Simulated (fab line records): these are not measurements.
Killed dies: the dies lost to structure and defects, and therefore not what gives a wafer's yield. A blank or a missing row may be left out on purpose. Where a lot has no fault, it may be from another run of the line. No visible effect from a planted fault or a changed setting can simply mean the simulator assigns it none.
Which tool did it? || flow sky130 || 14 lots with 42 wafers sampled at 5 steps, on a route of 708 steps

WHAT EACH GAUGE READ, for each wafer
SKY_LDD_N_OVL_MEAS_07.
{"lot": "L387", "measured": "day 18 06:43", "on": "overlay-01", "LDD_N_OVL (nm)": "1.8 0.8 -0.6"}
{"lot": "L388", "measured": "day 18 19:55", "on": "overlay-01", "LDD_N_OVL (nm)": "0.6 -1.9 -0.6"}
{"lot": "L391", "measured": "day 19 21:22", "on": "overlay-02", "LDD_N_OVL (nm)": "-3.1 -2.3 -1.6"}
{"lot": "L393", "measured": "day 20 11:11", "on": "overlay-01", "LDD_N_OVL (nm)": "0.0 0.8 1.2"}
{"lot": "L394", "measured": "day 21 03:23", "on": "overlay-01", "LDD_N_OVL (nm)": "-0.2 1.1 -1.8"}
{"lot": "L395", "measured": "day 21 11:45", "on": "overlay-02", "LDD_N_OVL (nm)": "-1.1 -0.2 -0.6"}
{"lot": "L396", "measured": "day 21 17:51", "on": "overlay-01", "LDD_N_OVL (nm)": "1.2 1.2 -0.5"}
{"lot": "L397", "measured": "day 21 23:55", "on": "overlay-02", "LDD_N_OVL (nm)": "1.1 -1.0 -1.0"}
{"lot": "L399", "measured": "day 22 13:22", "on": "overlay-01", "LDD_N_OVL (nm)": "-0.8 -0.7 -0.5"}
{"lot": "L400", "measured": "day 23 00:57", "on": "overlay-02", "LDD_N_OVL (nm)": "1.0 -1.0 0.6"}
{"lot": "L402", "measured": "day 23 19:34", "on": "overlay-02", "LDD_N_OVL (nm)": "0.0 -0.6 0.0"}
{"lot": "L407", "measured": "day 25 12:10", "on": "overlay-01", "LDD_N_OVL (nm)": "1.5 1.7 -1.0"}
{"lot": "L408", "measured": "day 25 22:39", "on": "overlay-01", "LDD_N_OVL (nm)": "0.9 0.1 1.7"}
{"lot": "L410", "measured": "day 26 04:52", "on": "overlay-02", "LDD_N_OVL (nm)": "1.6 -1.0 -1.9"}

SKY_LDD_N_TW_MEAS_17.
{"lot": "L387", "measured": "day 18 08:04", "on": "filmMetro-03", "LDD_N_TW": "2600 2593 2591"}
{"lot": "L388", "measured": "day 18 21:16", "on": "filmMetro-02", "LDD_N_TW": "2593 2601 2594"}
{"lot": "L391", "measured": "day 19 22:42", "on": "filmMetro-02", "LDD_N_TW": "2593 2588 2607"}
{"lot": "L393", "measured": "day 20 12:31", "on": "filmMetro-03", "LDD_N_TW": "2599 2601 2609"}
{"lot": "L394", "measured": "day 21 04:43", "on": "filmMetro-02", "LDD_N_TW": "2600 2623 2601"}
{"lot": "L395", "measured": "day 21 13:05", "on": "filmMetro-04", "LDD_N_TW": "2595 2575 2587"}
{"lot": "L396", "measured": "day 21 19:11", "on": "filmMetro-04", "LDD_N_TW": "2590 2579 2581"}
{"lot": "L397", "measured": "day 22 01:16", "on": "filmMetro-04", "LDD_N_TW": "2599 2602 2611"}
{"lot": "L399", "measured": "day 22 14:43", "on": "filmMetro-03", "LDD_N_TW": "2577 2572 2585"}
{"lot": "L400", "measured": "day 23 02:17", "on": "filmMetro-02", "LDD_N_TW": "2596 2624 2619"}
{"lot": "L402", "measured": "day 23 20:55", "on": "filmMetro-02", "LDD_N_TW": "2611 2619 2605"}
{"lot": "L407", "measured": "day 25 13:30", "on": "filmMetro-04", "LDD_N_TW": "2592 2578 2579"}
{"lot": "L408", "measured": "day 25 23:59", "on": "filmMetro-03", "LDD_N_TW": "2588 2606 2586"}
{"lot": "L410", "measured": "day 26 06:13", "on": "filmMetro-03", "LDD_N_TW": "2584 2580 2587"}

SKY_LDD_P_CD_MEAS_07 targets a cd of 380 nm.
{"lot": "L387", "measured": "day 19 14:37", "on": "cdSem-02", "cdNm (nm)": "383.4 385.5 383.2"}
{"lot": "L388", "measured": "day 20 04:48", "on": "cdSem-02", "cdNm (nm)": "378.1 379.1 378.9"}
{"lot": "L391", "measured": "day 21 05:34", "on": "cdSem-02", "cdNm (nm)": "379.8 381.1 377.2"}
{"lot": "L393", "measured": "day 21 19:38", "on": "cdSem-01", "cdNm (nm)": "383.2 384.7 386.2"}
{"lot": "L394", "measured": "day 22 10:47", "on": "cdSem-01", "cdNm (nm)": "381.5 381.5 378.5"}
{"lot": "L395", "measured": "day 22 20:01", "on": "cdSem-01", "cdNm (nm)": "380.7 382.0 380.4"}
{"lot": "L396", "measured": "day 23 01:29", "on": "cdSem-02", "cdNm (nm)": "377.2 377.0 377.7"}
{"lot": "L397", "measured": "day 23 07:47", "on": "cdSem-02", "cdNm (nm)": "380.8 379.0 378.3"}
{"lot": "L399", "measured": "day 23 21:13", "on": "cdSem-02", "cdNm (nm)": "378.4 379.4 378.7"}
{"lot": "L400", "measured": "day 24 09:00", "on": "cdSem-02", "cdNm (nm)": "379.5 383.3 381.7"}
{"lot": "L402", "measured": "day 25 03:19", "on": "cdSem-01", "cdNm (nm)": "380.8 380.0 381.8"}
{"lot": "L407", "measured": "day 26 19:52", "on": "cdSem-02", "cdNm (nm)": "387.2 384.2 383.8"}
{"lot": "L408", "measured": "day 27 07:00", "on": "cdSem-01", "cdNm (nm)": "379.3 379.5 381.6"}
{"lot": "L410", "measured": "day 27 11:58", "on": "cdSem-02", "cdNm (nm)": "378.5 381.0 382.1"}

SKY_LDD_HVN_TW_MEAS_10.
{"lot": "L387", "measured": "day 20 22:13", "on": "filmMetro-01", "LDD_HVN_TW": "1417 1424 1426"}
{"lot": "L388", "measured": "day 21 12:21", "on": "filmMetro-01", "LDD_HVN_TW": "1417 1419 1427"}
{"lot": "L391", "measured": "day 22 12:57", "on": "filmMetro-01", "LDD_HVN_TW": "1410 1413 1417"}
{"lot": "L393", "measured": "day 23 02:31", "on": "filmMetro-03", "LDD_HVN_TW": "1430 1433 1433"}
{"lot": "L394", "measured": "day 23 18:07", "on": "filmMetro-04", "LDD_HVN_TW": "1440 1444 1444"}
{"lot": "L395", "measured": "day 24 03:24", "on": "filmMetro-03", "LDD_HVN_TW": "1437 1443 1435"}
{"lot": "L396", "measured": "day 24 09:06", "on": "filmMetro-03", "LDD_HVN_TW": "1424 1421 1430"}
{"lot": "L397", "measured": "day 24 14:34", "on": "filmMetro-04", "LDD_HVN_TW": "1446 1439 1442"}
{"lot": "L399", "measured": "day 25 03:54", "on": "filmMetro-03", "LDD_HVN_TW": "1440 1433 1434"}
{"lot": "L400", "measured": "day 25 16:13", "on": "filmMetro-04", "LDD_HVN_TW": "1790 1805 1795"}
{"lot": "L402", "measured": "day 26 09:33", "on": "filmMetro-04", "LDD_HVN_TW": "1440 1444 1446"}
{"lot": "L407", "measured": "day 28 01:39", "on": "filmMetro-03", "LDD_HVN_TW": "1442 1438 1447"}
{"lot": "L408", "measured": "day 28 12:57", "on": "filmMetro-03", "LDD_HVN_TW": "1438 1435 1432"}
{"lot": "L410", "measured": "day 28 18:28", "on": "filmMetro-04", "LDD_HVN_TW": "1790 1806 1809"}

WHICH TOOL RAN EACH LOT (tool, then ch and the chambers of the sampled wafers, then the start)
{"lot": "L387", "SKY_LDD_HVN_IMPLANT_08": "implanter-01 ch 0, day 20 21:59"}
{"lot": "L388", "SKY_LDD_HVN_IMPLANT_08": "implanter-04 ch 0, day 21 12:06"}
{"lot": "L391", "SKY_LDD_HVN_IMPLANT_08": "implanter-03 ch 0, day 22 12:42"}
{"lot": "L393", "SKY_LDD_HVN_IMPLANT_08": "implanter-04 ch 0, day 23 02:18"}
{"lot": "L394", "SKY_LDD_HVN_IMPLANT_08": "implanter-04 ch 0, day 23 17:54"}
{"lot": "L395", "SKY_LDD_HVN_IMPLANT_08": "implanter-01 ch 0, day 24 03:09"}
{"lot": "L396", "SKY_LDD_HVN_IMPLANT_08": "implanter-01 ch 0, day 24 08:52"}
{"lot": "L397", "SKY_LDD_HVN_IMPLANT_08": "implanter-03 ch 0, day 24 14:20"}
{"lot": "L399", "SKY_LDD_HVN_IMPLANT_08": "implanter-01 ch 0, day 25 03:40"}
{"lot": "L400", "SKY_LDD_HVN_IMPLANT_08": "implanter-04 ch 0, day 25 15:39"}
{"lot": "L402", "SKY_LDD_HVN_IMPLANT_08": "implanter-01 ch 0, day 26 09:19"}
{"lot": "L407", "SKY_LDD_HVN_IMPLANT_08": "implanter-04 ch 0, day 28 01:24"}
{"lot": "L408", "SKY_LDD_HVN_IMPLANT_08": "implanter-04 ch 0, day 28 12:42"}
{"lot": "L410", "SKY_LDD_HVN_IMPLANT_08": "implanter-01 ch 0, day 28 17:55"}
- SKY_LDD_HVN_IMPLANT_08

WHAT THE TOOLS THEMSELVES READ (means of the sampled wafers that have a number; where no wafer has one, the mark that the record gives instead)
The record holds no such reading with a usual standard deviation.

THE ANSWER, worked out from the rows above alone
Rule: what is usual is taken from the lots themselves. The widest of any qualifying gaps counts: lots, ordered by their means at a reading, are off when they make up no more than a third of the lots, leave a main group of 4 or more, and stand apart from it by 3 or more times the standard deviation of that group's means. Not used: any main group whose means are identical at the precision the tables above print for the reading. A lot without any number at a reading at which 4 lots or more have one is off too. Where the step has rows for the other lots, those lots are counted as sound. Order of review: gauges by route order, followed by the tools' own readings, for which a lot's mean as printed above is used. The first step at which some lot is off is used, and at that step the reading that is off furthest; a lot without a number counts as furthest.
Off: L400, L410, at SKY_LDD_HVN_TW_MEAS_10 (LDD_HVN_TW). Main group: mean 1433, sd 9.7.
A tool fits if, at a process step before that reading, it ran every lot that is off, and no sound lot after the first of them. Gauges at SKY_LDD_HVN_TW_MEAS_10: tried the same way as those tools. None of those tried fits.

WHAT THE SIMULATOR HAD INSERTED
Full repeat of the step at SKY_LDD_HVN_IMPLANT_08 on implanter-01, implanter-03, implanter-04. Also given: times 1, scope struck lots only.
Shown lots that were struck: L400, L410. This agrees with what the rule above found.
